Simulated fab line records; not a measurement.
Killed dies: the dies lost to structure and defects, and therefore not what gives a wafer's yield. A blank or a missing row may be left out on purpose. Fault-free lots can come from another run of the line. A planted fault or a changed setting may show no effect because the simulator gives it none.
Chamber matching :: flow sky130 :: SKY_VIA4_ETCH_12 on rie_diel-02 has 3 sister chambers
The step etches SiO2 in C4F8/O2/Ar, stops on TiN, target depth 580 nm. 3 wafers are shown with their chamber, then 7 later ones without.

## EACH WAFER AND ITS CHAMBER
wafer: L089.6
chamber: 1
chamber_pressure_mTorr (mTorr): 39.93

wafer: L094.2
chamber: 0
chamber_pressure_mTorr (mTorr): 39.96

wafer: L094.3
chamber: 2
chamber_pressure_mTorr (mTorr): 40.04

## WAFERS WITHOUT THEIR CHAMBER
wafer: L094.5
chamber_pressure_mTorr (mTorr): 40.02

wafer: L095.1
chamber_pressure_mTorr (mTorr): 39.96

wafer: L095.2
chamber_pressure_mTorr (mTorr): 39.99

wafer: L095.4
chamber_pressure_mTorr (mTorr): 39.99

wafer: L096.1
chamber_pressure_mTorr (mTorr): 40.01

wafer: L096.2
chamber_pressure_mTorr (mTorr): 39.99

wafer: L096.4
chamber_pressure_mTorr (mTorr): 39.98

## THE CHAMBER EACH PASSED THROUGH
wafer: L094.5
from the rows above: can't be placed: 2 or 0
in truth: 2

wafer: L095.1
from the rows above: can't be placed: 0 or 1
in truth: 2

wafer: L095.2
from the rows above: can't be placed: 0 or 2 or 1
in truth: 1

wafer: L095.4
from the rows above: can't be placed: 0 or 2 or 1
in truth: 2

wafer: L096.1
from the rows above: can't be placed: 2 or 0 or 1
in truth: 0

wafer: L096.2
from the rows above: can't be placed: 0 or 2 or 1
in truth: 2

wafer: L096.4
from the rows above: can't be placed: 0 or 1 or 2
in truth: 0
Correctly placed: 0 of 7. Not placeable from these rows: 7 (in 6, the candidates include the true chamber). Placed wrongly: 0.
How it was worked out, from the rows above alone: a wafer's distance from a chamber is the root of the sum, over the readings, of the square of ((its reading less the chamber's mean) divided by the reading's scatter). If the next closest chamber is less than 2 further off than the closest, the wafer can't be placed; otherwise it belongs to the closest. For every chamber, the mean is computed from those of its wafers that are shown. The scatter (one wafer shown for each chamber): square how far every hidden wafer sits from the nearest shown wafer, average those squares and take the square root.
